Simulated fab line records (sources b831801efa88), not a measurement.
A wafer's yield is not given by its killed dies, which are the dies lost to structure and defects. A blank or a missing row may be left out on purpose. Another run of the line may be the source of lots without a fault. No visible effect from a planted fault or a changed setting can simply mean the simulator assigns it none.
Chamber matching | flow gf180mcu | cmp-02 running GF_V1_CMP_26: 4 sister chambers
The step polishes, stops on SiO2, t overpolish 15 s, target thk 0 nm. 14 wafers are shown with their chamber, then 7 later ones without.

WAFERS PAIRED WITH THEIR CHAMBERS
wafer  | chamber | motor-current-A (A) | time-to-endpoint-s (s) | edge-zone-pressure-frac
L667.4 | 1       | 12.7                | 88                     | 1.006
L667.5 | 3       | 12.5                | 84                     | 0.995
L667.6 | 0       | 11.8                | 79                     | 1.001
L669.1 | 3       | 12.0                | 83                     | 1.000
L669.2 | 0       | 12.1                | 79                     | 1.007
L669.6 | 1       | 12.4                | 85                     | 1.004
L673.1 | 3       | 12.7                | 84                     | 0.994
L673.5 | 0       | 11.5                | 80                     | 1.005
L673.6 | 1       | 12.5                | 84                     | 0.997
L676.3 | 1       | 12.7                | 83                     | 0.993
L676.4 | 3       | 12.5                | 82                     | 0.997
L676.5 | 1       | 12.6                | 80                     | 1.003
L683.1 | 0       | 12.0                | 81                     | 0.999
L683.4 | 2       | 10.1                | 84                     | 1.006

SIGNATURES (averages over the wafers above)
reading                 | chamber 0 | chamber 1 | chamber 2 | chamber 3 | scatter within a chamber
motor-current-A         | 11.850    | 12.580    | 10.100    | 12.425    | 0.234
time-to-endpoint-s      | 79.75     | 84.00     | 84.00     | 83.25     | 1.99
edge-zone-pressure-frac | 1.00300   | 1.00060   | 1.00600   | 0.99650   | 0.00422
Rule: distance of a wafer from a chamber = root of the sum over the readings of ((wafer's reading minus chamber's mean) / reading's scatter) squared. If the next closest chamber is less than 2 further off than the closest, the wafer can't be placed; otherwise it belongs to the closest. How the scatter is found: for the shown wafers, subtract from each reading the mean of its chamber, square and add these, divide the total by (wafers less chambers), then take the root.

WAFERS WITH NO CHAMBER GIVEN
wafer  | motor-current-A (A) | time-to-endpoint-s (s) | edge-zone-pressure-frac
L683.6 | 10.5                | 79                     | 1.007
L686.2 | 11.4                | 83                     | 0.997
L686.3 | 12.7                | 81                     | 0.990
L686.6 | 11.7                | 84                     | 1.006
L688.2 | 11.7                | 87                     | 1.003
L688.5 | 12.0                | 88                     | 1.003
L688.6 | 12.5                | 86                     | 1.001

WHICH CHAMBER EACH WENT THROUGH
wafer  | from the rows above          | in truth
L683.6 | 2                            | 2
L686.2 | can't be placed: 0 or 3      | 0
L686.3 | can't be placed: 3 or 1      | 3
L686.6 | can't be placed: 0 or 3 or 1 | 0
L688.2 | can't be placed: 0 or 3 or 1 | 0
L688.5 | can't be placed: 1 or 3 or 0 | 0
L688.6 | can't be placed: 1 or 3      | 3
1 of 7 placed correctly. Cannot be placed on the basis of these rows: 6; the candidates contain the true chamber in 6. Wrongly placed: 0.
